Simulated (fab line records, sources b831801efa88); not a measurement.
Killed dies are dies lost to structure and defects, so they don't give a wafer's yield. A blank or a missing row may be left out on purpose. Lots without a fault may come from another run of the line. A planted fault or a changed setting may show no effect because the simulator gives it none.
Which tool did it? | flow sky130 | 24 lots, 72 wafers sampled, at 4 steps of a route of 708

WHAT THE GAUGES READ, wafer by wafer
SKY_FIELD_ISO_THK_MEAS_02.
lot  | measured    | on            | FIELD_ISO_OXIDATION_00_THK (nm)
L074 | day 1 12:56 | film_metro-03 | 12.10 12.16 12.12
L075 | day 1 16:39 | film_metro-04 | 11.57 11.66 11.78
L076 | day 1 23:27 | film_metro-02 | 11.79 11.63 11.61
L077 | day 2 03:35 | film_metro-04 | 11.82 11.71 11.72
L078 | day 2 08:49 | film_metro-03 | 12.02 11.76 11.93
L079 | day 2 13:15 | film_metro-02 | 12.09 12.10 12.49
L080 | day 2 18:55 | film_metro-03 | 12.13 12.18 12.13
L081 | day 2 23:19 | film_metro-03 | 12.04 12.12 11.87
L082 | day 3 03:41 | film_metro-03 | 11.81 11.63 11.77
L083 | day 3 08:38 | film_metro-03 | 11.80 11.65 11.87
L084 | day 3 14:19 | film_metro-04 | 11.81 11.93 12.06
L085 | day 3 18:38 | film_metro-03 | 11.77 11.61 11.48
L086 | day 4 00:34 | film_metro-02 | 12.18 12.14 12.21
L087 | day 4 06:21 | film_metro-02 | 11.65 11.74 11.48
L088 | day 4 09:39 | film_metro-03 | 12.44 12.29 12.37
L089 | day 4 14:38 | film_metro-02 | 12.29 12.13 12.19
L090 | day 4 19:39 | film_metro-04 | 11.30 11.27 11.15
L091 | day 5 01:08 | film_metro-03 | 11.72 11.88 11.69
L092 | day 5 05:43 | film_metro-03 | 12.17 12.01 11.97
L093 | day 5 11:17 | film_metro-02 | 12.12 12.11 11.88
L094 | day 5 17:53 | film_metro-02 | 12.11 12.04 11.83
L095 | day 5 21:57 | film_metro-02 | 12.06 12.11 12.26
L096 | day 6 03:41 | film_metro-02 | 11.71 11.87 11.96
L097 | day 6 07:49 | film_metro-03 | 12.00 12.00 11.98

SKY_METAL1_CD_MEAS_15: target cd 140 nm.
lot  | measured     | on        | cd_nm (nm)
L074 | day 32 13:46 | cd_sem-02 | 139.3 140.0 139.3
L075 | day 32 18:07 | cd_sem-02 | 138.7 138.1 138.7
L076 | day 33 07:50 | cd_sem-02 | 139.8 138.4 137.0
L077 | day 33 14:56 | cd_sem-02 | 140.7 140.3 140.4
L078 | day 34 08:40 | cd_sem-01 | 137.6 139.4 137.4
L079 | day 34 21:46 | cd_sem-02 | 138.3 138.5 138.5
L080 | day 35 00:44 | cd_sem-01 | 139.2 138.9 139.5
L081 | day 35 10:56 | cd_sem-01 | 137.6 140.3 138.0
L082 | day 35 09:45 | cd_sem-02 | 139.4 139.4 138.2
L083 | day 35 21:53 | cd_sem-02 | 138.9 139.2 138.8
L084 | day 35 20:13 | cd_sem-02 | 140.3 143.2 142.5
L085 | day 36 05:08 | cd_sem-02 | 137.5 136.8 138.0
L086 | day 36 13:14 | cd_sem-02 | 141.5 141.0 139.4
L087 | day 37 15:43 | cd_sem-01 | 136.9 138.7 138.4
L088 | day 37 15:28 | cd_sem-02 | 144.2 143.4 142.6
L089 | day 37 23:34 | cd_sem-01 | 142.1 142.9 142.4
L090 | day 38 04:28 | cd_sem-02 | 139.7 138.5 138.3
L091 | day 38 04:52 | cd_sem-01 | 140.3 140.7 139.8
L092 | day 38 12:59 | cd_sem-02 | 138.7 139.3 138.6
L093 | day 38 14:38 | cd_sem-02 | 136.6 137.4 136.8
L094 | day 39 00:10 | cd_sem-02 | 141.3 140.3 140.1
L095 | day 39 05:56 | cd_sem-01 | 137.7 140.5 138.2
L096 | day 39 23:34 | cd_sem-01 | 139.2 139.4 137.5
L097 | day 40 01:58 | cd_sem-02 | 139.0 140.3 141.3

SKY_VIA3_CD_MEAS_12: target cd 200 nm.
lot  | measured     | on        | cd_nm (nm)
L074 | day 39 10:34 | cd_sem-02 | 202.7 202.1 202.9
L075 | day 39 14:37 | cd_sem-01 | 199.9 199.9 199.1
L076 | day 40 02:23 | cd_sem-01 | 202.0 202.0 201.7
L077 | day 40 11:11 | cd_sem-01 | 199.8 199.6 200.5
L078 | day 41 02:31 | cd_sem-01 | 199.9 199.8 200.3
L079 | day 41 17:16 | cd_sem-01 | 198.9 199.4 199.3
L080 | day 41 17:38 | cd_sem-01 | 201.8 200.7 201.1
L081 | day 42 02:58 | cd_sem-01 | 201.3 201.3 202.0
L082 | day 42 02:04 | cd_sem-01 | 200.7 199.7 199.8
L083 | day 42 10:59 | cd_sem-01 | 198.2 198.1 199.4
L084 | day 42 09:43 | cd_sem-02 | 201.0 202.9 200.5
L085 | day 42 18:02 | cd_sem-02 | 200.0 199.3 198.9
L086 | day 43 02:26 | cd_sem-02 | 198.0 198.9 197.4
L087 | day 44 00:28 | cd_sem-02 | 199.9 201.9 200.7
L088 | day 44 01:10 | cd_sem-01 | 201.6 201.4 201.4
L089 | day 44 08:49 | cd_sem-01 | 199.2 200.6 200.4
L090 | day 44 12:40 | cd_sem-01 | 197.3 199.0 197.5
L091 | day 44 13:13 | cd_sem-01 | 198.0 197.8 199.2
L092 | day 44 20:59 | cd_sem-01 | 200.3 201.4 201.1
L093 | day 44 22:53 | cd_sem-02 | 200.0 199.3 200.0
L094 | day 45 07:35 | cd_sem-02 | 199.2 199.3 198.8
L095 | day 45 08:47 | cd_sem-01 | 199.0 200.4 200.7
L096 | day 46 01:13 | cd_sem-02 | 200.8 201.0 200.8
L097 | day 46 05:40 | cd_sem-02 | 198.1 198.4 200.0

WHICH TOOL RAN EACH LOT (tool, then ch and the chambers of the sampled wafers, then the start)
lot  | SKY_METAL2_SPUTTER_04
L074 | pvd_sputter-02, day 33 19:44
L075 | pvd_sputter-04, day 33 23:40
L076 | pvd_sputter-02, day 34 12:47
L077 | pvd_sputter-02, day 34 20:29
L078 | pvd_sputter-02, day 35 14:17
L079 | pvd_sputter-02, day 36 03:47
L080 | pvd_sputter-04, day 36 05:37
L081 | pvd_sputter-04, day 36 16:10
L082 | pvd_sputter-03, day 36 15:07
L083 | pvd_sputter-04, day 37 02:34
L084 | pvd_sputter-03, day 37 01:11
L085 | pvd_sputter-04, day 37 09:31
L086 | pvd_sputter-02, day 37 18:19
L087 | pvd_sputter-03, day 38 20:44
L088 | pvd_sputter-04, day 38 20:27
L089 | pvd_sputter-03, day 39 03:33
L090 | pvd_sputter-02, day 39 09:16
L091 | pvd_sputter-03, day 39 09:34
L092 | pvd_sputter-02, day 39 17:42
L093 | pvd_sputter-02, day 39 19:25
L094 | pvd_sputter-04, day 40 04:41
L095 | pvd_sputter-02, day 40 09:39
L096 | pvd_sputter-02, day 41 03:24
L097 | pvd_sputter-02, day 41 06:52
- SKY_METAL2_SPUTTER_04: material TiN, target thk 70 nm, time 58.3 s.

WHAT THE TOOLS THEMSELVES READ (means of the sampled wafers that have a number; where no wafer has one, the mark that the record gives instead)
SKY_METAL2_SPUTTER_04.
lot  | tool           | throttle_valve_pct (%)
L074 | pvd_sputter-02 | 30.8
L075 | pvd_sputter-04 | 29.9
L076 | pvd_sputter-02 | 29.7
L077 | pvd_sputter-02 | 30.3
L078 | pvd_sputter-02 | 29.7
L079 | pvd_sputter-02 | 30.2
L080 | pvd_sputter-04 | 30.2
L081 | pvd_sputter-04 | 30.3
L082 | pvd_sputter-03 | 30.3
L083 | pvd_sputter-04 | 29.7
L084 | pvd_sputter-03 | 30.1
L085 | pvd_sputter-04 | 30.0
L086 | pvd_sputter-02 | 30.3
L087 | pvd_sputter-03 | 29.6
L088 | pvd_sputter-04 | 30.2
L089 | pvd_sputter-03 | 30.3
L090 | pvd_sputter-02 | 30.8
L091 | pvd_sputter-03 | 29.4
L092 | pvd_sputter-02 | 30.2
L093 | pvd_sputter-02 | 30.1
L094 | pvd_sputter-04 | 29.7
L095 | pvd_sputter-02 | 30.4
L096 | pvd_sputter-02 | 30.1
L097 | pvd_sputter-02 | 30.3

THE ANSWER, worked out from the rows above alone
Rule: what is usual is taken from the lots themselves. Put in order of their means at a reading, lots are off if they are a third of the lots or fewer, leave a main group of 4 or more, and stand apart from it by a gap of 3 or more times the standard deviation of the main group's means; of several such gaps the widest counts. A main group whose means are all the same, to the digits that the tables above print for the reading, isn't used. A lot without any number at a reading at which 4 lots or more have one is off too. The other lots that the step has rows for count as sound. The gauges are gone through in route order, then the tools' own readings, and for those a lot's mean is taken as printed above. The first step at which some lot is off is used, and at that step the reading that is off furthest; a lot without a number counts as furthest.
No lot is off at any reading shown: from this, nothing can be told.

WHAT THE SIMULATOR HAD PUT IN
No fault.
